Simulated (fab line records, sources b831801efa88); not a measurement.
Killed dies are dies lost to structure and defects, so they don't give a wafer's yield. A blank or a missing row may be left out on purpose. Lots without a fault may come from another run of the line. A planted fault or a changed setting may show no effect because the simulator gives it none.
Chamber matching | flow sky130 | SKY_VIA2_HDPCVD_00 on hdpcvd-01: 3 sister chambers
The step deposits SiO2, target thk 1180 nm, time 196.7 s. 3 wafers are shown with their chamber, then 7 later ones without.

WAFERS WITH THEIR CHAMBER
wafer  | chamber | susceptor_temp_C (C)
L482.6 | 0       | 400.34
L486.2 | 2       | 400.11
L486.3 | 1       | 400.55

WAFERS WITHOUT THEIR CHAMBER
wafer  | susceptor_temp_C (C)
L486.4 | 400.16
L488.1 | 399.90
L488.2 | 400.26
L488.3 | 400.12
L491.1 | 400.18
L491.3 | 400.20
L491.6 | 400.02

WHICH CHAMBER EACH WENT THROUGH
wafer  | from the rows above     | in truth
L486.4 | can't be placed: 2 or 0 | 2
L488.1 | 2                       | 2
L488.2 | can't be placed: 0 or 2 | 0
L488.3 | 2                       | 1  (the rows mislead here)
L491.1 | can't be placed: 2 or 0 | 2
L491.3 | can't be placed: 2 or 0 | 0
L491.6 | 2                       | 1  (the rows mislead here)
Placed correctly: 1 of 7. Can't be placed from these rows: 4 (the true chamber is among the candidates in 4). Placed wrongly: 2.
How it was worked out, from the rows above alone: a wafer's distance from a chamber is the root of the sum, over the readings, of the square of ((its reading less the chamber's mean) divided by the reading's scatter). The wafer belongs to the nearest chamber; if the next one is less than 2 further off, it can't be placed. A chamber's mean is the mean of its shown wafers. The scatter: with one shown wafer a chamber, the root of the mean of the squares of how far each hidden wafer lies from its nearest shown one.
